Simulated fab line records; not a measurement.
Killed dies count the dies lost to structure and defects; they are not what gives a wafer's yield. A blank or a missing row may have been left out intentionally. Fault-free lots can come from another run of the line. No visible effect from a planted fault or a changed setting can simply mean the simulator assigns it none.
Chamber matching :: flow sky130 :: pecvd-04 running SKY_CAPM_CVD_00: 3 sister chambers
The step deposits SiO2, target thk 15.5 nm. 24 wafers are shown with their chamber, then 12 later ones without.

WAFERS PAIRED WITH THEIR CHAMBERS
wafer: L074.1
chamber: 0
heaterPowerW (W): 608

wafer: L074.4
chamber: 1
heaterPowerW (W): 703

wafer: L074.6
chamber: 0
heaterPowerW (W): 616

wafer: L076.4
chamber: 0
heaterPowerW (W): 667

wafer: L076.5
chamber: 2
heaterPowerW (W): 662

wafer: L076.6
chamber: 1
heaterPowerW (W): 680

wafer: L081.1
chamber: 2
heaterPowerW (W): 717

wafer: L081.4
chamber: 1
heaterPowerW (W): 670

wafer: L081.5
chamber: 0
heaterPowerW (W): 574

wafer: L082.1
chamber: 0
heaterPowerW (W): 575

wafer: L082.5
chamber: 2
heaterPowerW (W): 723

wafer: L082.6
chamber: 1
heaterPowerW (W): 682

wafer: L083.1
chamber: 0
heaterPowerW (W): 648

wafer: L083.3
chamber: 2
heaterPowerW (W): 645

wafer: L083.6
chamber: 2
heaterPowerW (W): 633

wafer: L084.2
chamber: 0
heaterPowerW (W): 564

wafer: L084.5
chamber: 2
heaterPowerW (W): 762

wafer: L084.6
chamber: 0
heaterPowerW (W): 569

wafer: L088.2
chamber: 1
heaterPowerW (W): 700

wafer: L088.5
chamber: 0
heaterPowerW (W): 680

wafer: L088.6
chamber: 2
heaterPowerW (W): 748

wafer: L090.1
chamber: 2
heaterPowerW (W): 694

wafer: L090.2
chamber: 1
heaterPowerW (W): 697

wafer: L090.4
chamber: 1
heaterPowerW (W): 730

SIGNATURES (means of the wafers above)
reading: heaterPowerW
chamber 0: 611.22
chamber 1: 694.57
chamber 2: 698.00
scatter within a chamber: 40.4
Rule: distance of a wafer from a chamber = root of the sum over the readings of ((wafer's reading minus chamber's mean) / reading's scatter) squared. If the next closest chamber is less than 2 further off than the closest, the wafer can't be placed; otherwise it belongs to the closest. The scatter: the root of (the sum of the squares of (reading less its chamber's mean) over the shown wafers, divided by (wafers less chambers)).

WAFERS MISSING THEIR CHAMBER
wafer: L092.2
heaterPowerW (W): 612

wafer: L092.5
heaterPowerW (W): 606

wafer: L092.6
heaterPowerW (W): 601

wafer: L093.1
heaterPowerW (W): 663

wafer: L093.4
heaterPowerW (W): 634

wafer: L093.5
heaterPowerW (W): 677

wafer: L094.1
heaterPowerW (W): 682

wafer: L094.3
heaterPowerW (W): 667

wafer: L094.6
heaterPowerW (W): 743

wafer: L097.2
heaterPowerW (W): 731

wafer: L097.3
heaterPowerW (W): 618

wafer: L097.6
heaterPowerW (W): 624

WHICH CHAMBER EACH WENT THROUGH
wafer: L092.2
from the rows above: 0
in truth: 0

wafer: L092.5
from the rows above: 0
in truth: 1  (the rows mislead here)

wafer: L092.6
from the rows above: 0
in truth: 0

wafer: L093.1
from the rows above: can't be placed: 1 or 2 or 0
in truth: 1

wafer: L093.4
from the rows above: can't be placed: 0 or 1 or 2
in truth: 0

wafer: L093.5
from the rows above: can't be placed: 1 or 2 or 0
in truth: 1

wafer: L094.1
from the rows above: can't be placed: 1 or 2 or 0
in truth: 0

wafer: L094.3
from the rows above: can't be placed: 1 or 2 or 0
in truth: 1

wafer: L094.6
from the rows above: can't be placed: 2 or 1
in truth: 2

wafer: L097.2
from the rows above: can't be placed: 2 or 1
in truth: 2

wafer: L097.3
from the rows above: can't be placed: 0 or 1 or 2
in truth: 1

wafer: L097.6
from the rows above: can't be placed: 0 or 1 or 2
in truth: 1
Correct placement for 2 of the 12. Unplaceable from these rows: 9, with the true chamber sitting among the candidates in 9. Placed wrongly: 1.
